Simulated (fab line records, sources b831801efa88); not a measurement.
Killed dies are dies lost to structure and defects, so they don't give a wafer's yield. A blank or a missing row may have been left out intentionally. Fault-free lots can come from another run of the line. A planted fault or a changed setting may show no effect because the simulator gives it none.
fab line records -- flow sky130
record lots=5, wafers=15, last_day=50
route steps=708 shown PWDE@48 NWELL@56 PAD_OPEN@708
lots with no fault: from the same line, run without faults
start_h: start of the lot's first displayed wafer, in hours after the record's first day -- wait_h: hours since the lot's step before -- " repeats the value in the row above -- L1.1+2: a row that stands for several wafers -- - no value, or no start was given -- * or withheld: withheld -- < > ~ a bound
route shown NAME@n: a module of which the file shows steps, and the number in the route of the first -- usual: average and standard deviation across the fault-free wafers -- same: alike in all rows -- chamber/n: place in a boat -- sites: each site's reading -- _std_site: the standard deviation of these -- _edge_site: outer sites' mean less inner sites' -- radius_mm: for every site, how far away it sits from the centre of the wafer -- mask NAME#n: copy n -- behind: the last tool/chamber to shape the wafer -- hold: reason for holding the lot/hours on hold/outcome of the hold -- device: the transistor (n, p or np) that didn't switch -- end of line: the same wafers' tests at the end of the route -- where a step has no rows: the recipe by itself -- killed: the dies lost at the first sort to structure and to defects; this is not the yield of the wafer -- map: a wafer's dies, marking killed ones x, the rest . and places with no die _
set.NAME: the run value of the setting; set.NAME@STEP: its run value at that earlier step -- model.NAME: the simulator's own value behind a step, which no gauge read
certain route steps with their lots: each step a table, each wafer a row
services: when a tool's chamber went out of use (start_h, in hours from the record's first day, below 0 if earlier), for how many hours, and the reason
## steps
# step SKY_PWDE_SOFTBAKE_03
# recipe temp_c=110, time_s=withheld
# step SKY_PWDE_EXPOSE_04
# recipe mask_id=PWDEM, na=0.6, source_shape=conventional, sigma_outer=0.6, polarization=unpolarized, target_cd_nm=840, dose_mj=214
# step SKY_PWDE_PEB_05
# recipe temp_c=115, time_s=withheld
# step SKY_PWDE_DEVELOP_06
# recipe wall_angle_deg=90, developer=TMAH, develop_time_s=60, dev_temp_c=23
# step SKY_PWDE_OVL_MEAS_07
# usual PWDE_OVL=0.5/1.3
lot.wafer,tool,chamber,start_h,wait_h,PWDE_OVL[nm]
L973.3,overlay-02,-,91.43,-,1.3
L973.4,overlay-02,-,91.43,-,0.9
L973.5,overlay-02,-,91.43,-,-0.2
L984.1,overlay-02,-,137.28,-,-0.9
L984.4,overlay-02,-,137.28,-,1.2
L984.5,overlay-02,-,137.28,-,-2.2
L985.4,overlay-01,-,150.59,-,0.6
L985.5,overlay-01,-,150.59,-,2.0
L985.6,overlay-01,-,150.59,-,0.9
L993.1,overlay-01,-,192.19,-,2.2
L993.3,overlay-01,-,192.19,-,1.5
L993.6,overlay-01,-,192.19,-,2.3
L994.1,overlay-01,-,197.04,-,2.3
L994.2,overlay-01,-,197.04,-,-0.2
L994.6,overlay-01,-,197.04,-,0.5
# step SKY_PWDE_IMPLANT_08
# recipe species=B, energy_kev=150, dose_cm2=3.6e+12, tilt_deg=withheld
# step SKY_PWDE_STRIP_09
# recipe chemistry=O2/N2, power_w=1400, pressure_mtorr=1500, platen_temp_c=withheld, o2_flow_sccm=3000, n2_flow_sccm=300, overash_fraction=0.5
# usual chamber_pressure_mTorr=1500.1/1.4, drypump_motor_current_A=5.4/0.43, oes_product_au=0.723/0.0048, strip_time_to_endpoint_s=36.87/0.12
lot.wafer,tool,chamber,start_h,wait_h,chamber_pressure_mTorr,drypump_motor_current_A,oes_product_au,rf_hours_counter_h,strip_time_to_endpoint_s
L973.3,plasma_asher-03,1,91.64,0.1,1499.3,5.3,0.723,-,36.87
L973.4,plasma_asher-03,0,91.64,0.1,1497.8,6.2,0.724,-,36.75
L973.5,plasma_asher-03,1,91.64,0.1,1499.4,5.4,0.721,-,36.81
L984.1,plasma_asher-03,1,137.46,0.1,1499.1,5.3,0.723,2,36.80
L984.4,plasma_asher-03,0,137.46,0.1,1500.5,6.2,0.724,-,36.85
L984.5,plasma_asher-03,0,137.46,0.1,1500.3,6.2,0.726,-,36.75
L985.4,plasma_asher-02,0,150.79,0.1,1498.4,5.4,0.722,-,36.71
L985.5,plasma_asher-02,0,150.79,0.1,1501.4,5.4,0.718,-,36.89
L985.6,plasma_asher-02,1,150.79,0.1,1498.6,4.7,0.729,-,36.85
L993.1,plasma_asher-04,1,192.37,0.1,1500.2,5.8,0.725,50,36.79
L993.3,plasma_asher-04,0,192.37,0.1,1502.7,5.4,0.716,-,36.67
L993.6,plasma_asher-04,0,192.37,0.1,1503.4,5.4,0.733,-,36.84
L994.1,plasma_asher-02,1,197.22,0.1,1499.3,4.7,0.724,39,36.62
L994.2,plasma_asher-02,0,197.22,0.1,1500.6,5.5,0.723,39,36.59
L994.6,plasma_asher-02,1,197.22,0.1,1501.6,4.7,0.729,-,36.59
# step SKY_PWDE_TW_MEAS_10
# usual PWDE_TW=375/3.1
lot.wafer,tool,chamber,start_h,wait_h,PWDE_TW
L973.3,film_metro-03,-,91.72,0.1,380
L973.4,film_metro-03,-,91.72,0.1,378
L973.5,film_metro-03,-,91.72,0.1,380
L984.1,film_metro-03,-,137.56,0.1,377
L984.4,film_metro-03,-,137.56,0.1,377
L984.5,film_metro-03,-,137.56,0.1,375
L985.4,film_metro-04,-,150.88,0.1,377
L985.5,film_metro-04,-,150.88,0.1,378
L985.6,film_metro-04,-,150.88,0.1,378
L993.1,film_metro-01,-,192.47,0.1,368
L993.3,film_metro-01,-,192.47,0.1,370
L993.6,film_metro-01,-,192.47,0.1,366
L994.1,film_metro-01,-,197.32,0.1,370
L994.2,film_metro-01,-,197.32,0.1,369
L994.6,film_metro-01,-,197.32,0.1,368
# step SKY_NWELL_DEHYDRATE_03
# recipe temp_c=200, time_s=60
# step SKY_NWELL_HMDS_04
# recipe prime_time_s=60, prime_temp_c=120
# step SKY_NWELL_COAT_05
# recipe spin_rpm=2000, resist_thk_nm=3000
# step SKY_NWELL_SOFTBAKE_06
# recipe temp_c=110, time_s=withheld
# step SKY_NWELL_EXPOSE_07
# recipe mask_id=NWM, na=0.6, source_shape=conventional, sigma_outer=0.6, polarization=unpolarized, target_cd_nm=840, dose_mj=255
# usual stage_vel_mm_s=499.95/0.25
lot.wafer,tool,chamber,start_h,wait_h,mask,stage_vel_mm_s
L973.3,iline_stepper-01,0,101.57,-,NWM#0,499.84
L973.4,iline_stepper-01,0,101.57,-,NWM#0,499.82
L973.5,iline_stepper-01,0,101.57,-,NWM#0,499.91
L984.1,iline_stepper-01,0,147.28,-,NWM_R1#0,499.70
L984.4,iline_stepper-01,0,147.28,-,NWM_R1#0,499.63
L984.5,iline_stepper-01,0,147.28,-,NWM_R1#0,499.67
L985.4,iline_stepper-01,0,162.04,-,NWM#0,499.87
L985.5,iline_stepper-01,0,162.04,-,NWM#0,500.23
L985.6,iline_stepper-01,0,162.04,-,NWM#0,500.01
L993.1,iline_stepper-01,0,203.58,-,NWM#0,499.98
L993.3,iline_stepper-01,0,203.58,-,NWM#0,499.54
L993.6,iline_stepper-01,0,203.58,-,NWM#0,499.68
L994.1,iline_stepper-01,0,208.58,-,NWM#0,500.20
L994.2,iline_stepper-01,0,208.58,-,NWM#0,499.88
L994.6,iline_stepper-01,0,208.58,-,NWM#0,500.17
# step SKY_NWELL_PEB_08
# recipe temp_c=115, time_s=withheld
# step SKY_PAD_OPEN_PROBE_99
# usual killed_at_M0_to_M3=42/7.2, killed_at_M4_up=3.2/1.8, killed_at_contacts=24/5.4, killed_at_front_end=15/4, killed_at_other=0.3/0.59, killed_dies=84/9, killed_open=46/7.1, killed_short=38/6
# same gross_dies=492, killed_at_back_side=0
lot.wafer,tool,chamber,start_h,wait_h,killed_at_M0_to_M3,killed_at_M4_up,killed_at_contacts,killed_at_front_end,killed_at_other,killed_dies,killed_open,killed_short,model.etest.nfet_16v.r_on_ohm_um,model.etest.res_nwell.line_ohm_um,model.etest.res_nwell.width_nm,model.etest.res_iso_pwell.width_nm,model.etest.pfet_16v.drive_ua_um,model.etest.iso_nwell_nwell.leak_log10_a_um
L973.3,prober-02,-,1110.04,0.2,48,4,30,20,0,102,54,47,1.391e+04,1206,825.9,2676,250.4,-13.87
L973.4,prober-02,-,1110.09,0.2,39,5,21,16,1,82,43,38,1.396e+04,1185,823.3,2669,251.1,-13.87
L973.5,prober-02,-,1110.14,0.2,40,1,19,19,0,79,42,37,1.406e+04,1224,831.4,2652,242.9,-13.94
L984.1,prober-01,-,1154.78,0.1,34,7,28,15,0,84,41,42,1.482e+04,1250,736.9,2710,262.2,-13.85
L984.4,prober-01,-,1154.93,0.2,45,3,23,15,0,86,48,37,1.476e+04,1224,741.8,2690,265.8,-13.74
L984.5,prober-01,-,1154.98,0.2,52,4,15,8,0,79,46,33,1.474e+04,1265,738.3,2693,261.6,-13.75
L985.4,prober-01,-,1168.99,0.2,46,4,22,13,0,85,46,39,1.403e+04,1136,829.8,2651,252.2,-13.67
L985.5,prober-01,-,1169.04,0.2,40,2,26,16,1,85,42,43,1.403e+04,1100,827.3,2638,252.4,-13.68
L985.6,prober-01,-,1169.09,0.2,44,4,22,22,0,92,39,53,1.407e+04,1120,832.4,2657,254.8,-13.6
L993.1,prober-01,-,1197.27,0.1,44,5,17,17,0,83,44,39,1.404e+04,1135,829.6,2640,242.4,-13.7
L993.3,prober-01,-,1197.37,0.2,42,2,38,18,0,100,49,50,1.414e+04,1161,830.5,2652,239,-13.85
L993.6,prober-01,-,1197.52,0.2,43,3,33,15,0,94,52,42,1.428e+04,1176,831.7,2646,236,-13.84
L994.1,prober-02,-,1199.96,0.1,45,4,22,20,0,91,54,37,1.384e+04,1212,829.2,2657,250.2,-13.81
L994.2,prober-02,-,1200.01,0.1,50,2,29,7,0,88,59,28,1.382e+04,1200,826.6,2659,250.5,-13.94
L994.6,prober-02,-,1200.21,0.2,51,6,28,9,0,94,55,39,1.385e+04,1190,825.2,2658,251.3,-13.95
# killed by level:class
L973.3 LI_CONTACT:geometric_particle:open=9 VIA3:geometric_particle:open=9 METAL2:geometric_particle:short=8 LOCAL_INTERCONNECT:geometric_particle:short=7 CONTACT:geometric_particle:open=7 VIA1:geometric_particle:short=7 VIA1:geometric_particle:open=7 FIELD_ISO:geometric_particle:open=6
L973.4 LI_CONTACT:geometric_particle:open=9 METAL3:geometric_particle:short=6 VIA3:geometric_particle:open=6 VIA1:geometric_particle:short=5 VIA2:geometric_particle:open=5 FIELD_ISO:geometric_particle:open=4 POLY_GATE:geometric_particle:short=4 VIA1:geometric_particle:open=4
L973.5 VIA1:geometric_particle:open=8 CONTACT:geometric_particle:open=8 FIELD_ISO:geometric_particle:open=6 METAL1:geometric_particle:short=6 VIA2:geometric_particle:open=6 POLY_GATE:geometric_particle:open=5 METAL2:geometric_particle:short=5 LOCAL_INTERCONNECT:geometric_particle:short=4
L984.1 CONTACT:geometric_particle:open=11 VIA1:geometric_particle:open=9 CONTACT:geometric_particle:short=6 METAL4:geometric_particle:short=6 LI_CONTACT:geometric_particle:short=5 POLY_GATE:geometric_particle:short=4 POLY_GATE:geometric_particle:open=4 VIA1:geometric_particle:short=4
L984.4 VIA1:geometric_particle:open=15 VIA2:geometric_particle:open=8 CONTACT:geometric_particle:open=6 VIA3:geometric_particle:open=6 LOCAL_INTERCONNECT:geometric_particle:short=5 LI_CONTACT:geometric_particle:open=4 CONTACT:geometric_particle:short=4 METAL1:geometric_particle:short=4
L984.5 VIA1:geometric_particle:open=15 LI_CONTACT:geometric_particle:open=7 METAL3:geometric_particle:short=6 VIA3:geometric_particle:open=6 CONTACT:geometric_particle:open=5 METAL2:geometric_particle:short=5 VIA2:geometric_particle:open=5 POLY_GATE:geometric_particle:short=4
L985.4 VIA1:geometric_particle:open=10 CONTACT:geometric_particle:open=9 VIA2:geometric_particle:open=7 METAL2:geometric_particle:short=6 METAL1:geometric_particle:short=5 VIA1:geometric_particle:short=5 FIELD_ISO:geometric_particle:open=4 POLY_GATE:geometric_particle:open=4
L985.5 VIA1:geometric_particle:open=11 CONTACT:geometric_particle:open=9 LOCAL_INTERCONNECT:geometric_particle:short=7 METAL3:geometric_particle:short=6 FIELD_ISO:geometric_particle:open=5 METAL1:geometric_particle:short=5 CONTACT:geometric_particle:short=5 VIA2:geometric_particle:open=5
L985.6 METAL1:geometric_particle:short=13 VIA1:geometric_particle:open=9 FIELD_ISO:geometric_particle:short=7 CONTACT:geometric_particle:open=7 LOCAL_INTERCONNECT:geometric_particle:short=6 VIA1:geometric_particle:short=6 POLY_GATE:geometric_particle:short=5 LI_CONTACT:geometric_particle:open=5
L993.1 VIA1:geometric_particle:open=10 VIA3:geometric_particle:open=9 METAL2:geometric_particle:short=7 FIELD_ISO:geometric_particle:open=6 CONTACT:geometric_particle:short=6 FIELD_ISO:geometric_particle:short=5 VIA2:geometric_particle:open=5 LI_CONTACT:geometric_particle:open=5
L993.3 CONTACT:geometric_particle:open=15 VIA1:geometric_particle:open=9 VIA1:geometric_particle:short=7 LI_CONTACT:geometric_particle:short=7 LI_CONTACT:geometric_particle:open=7 METAL2:geometric_particle:short=6 LOCAL_INTERCONNECT:geometric_particle:short=6 VIA2:geometric_particle:open=6
L993.6 LI_CONTACT:geometric_particle:open=10 CONTACT:geometric_particle:open=9 METAL2:geometric_particle:short=8 FIELD_ISO:geometric_particle:open=6 LOCAL_INTERCONNECT:geometric_particle:short=6 VIA1:geometric_particle:open=6 VIA3:geometric_particle:open=6 VIA2:geometric_particle:open=5
L994.1 VIA1:geometric_particle:open=12 FIELD_ISO:geometric_particle:short=9 LI_CONTACT:geometric_particle:open=9 CONTACT:geometric_particle:open=9 VIA3:geometric_particle:open=8 METAL1:geometric_particle:short=5 VIA2:geometric_particle:open=5 FIELD_ISO:geometric_particle:open=4
L994.2 CONTACT:geometric_particle:open=17 VIA1:geometric_particle:open=14 VIA3:geometric_particle:open=11 VIA2:geometric_particle:open=6 METAL1:geometric_particle:short=5 CONTACT:geometric_particle:short=5 METAL2:geometric_particle:short=4 LI_CONTACT:geometric_particle:open=3
L994.6 VIA3:geometric_particle:open=15 LI_CONTACT:geometric_particle:open=10 CONTACT:geometric_particle:open=8 VIA1:geometric_particle:open=7 METAL4:geometric_particle:short=5 CONTACT:geometric_particle:short=5 METAL1:geometric_particle:short=5 VIA2:geometric_particle:open=5
## services
tool,chamber,start_h,hours,kind
plasma_asher-03,-,74.09,0.9,repair
plasma_asher-04,-,106.32,2.9,repair
plasma_asher-03,-,108.75,9.0,pm
plasma_asher-03,0,108.75,9.0,vent_cycle
plasma_asher-03,1,108.75,9.0,vent_cycle
plasma_asher-03,0,117.75,-,clean
plasma_asher-03,1,117.75,-,clean
iline_stepper-01,0,118.48,-,calibration
## key
first_sign step=SKY_NWELL_EXPOSE_07, reading=mask, direction=changed
effect none on later readings
model_effect step=SKY_PAD_OPEN_PROBE_99, value=etest.nfet_16v.r_on_ohm_um, without=1.421e+04, struck=1.478e+04
met_at SKY_NWELL_EXPOSE_07
struck_wafers L984.1,L984.4,L984.5
tester_left_out L984
onset_between 101.57 147.28
fault kind=wrong_mask, tool=any, chamber=-, onset_h=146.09, steps=SKY_NWELL_EXPOSE_07, aux_copy=NWM_R1#0, cd_offset_nm=-101, scope=struck_lots_only
# tester_left_out: of these lots the tester's yield and bins aren't shown, on N5 and GAA mostly nor the transistor test; their killed dies are dies lost to structure and defects alone, not to doping, threshold or leakage, so they don't give the yield
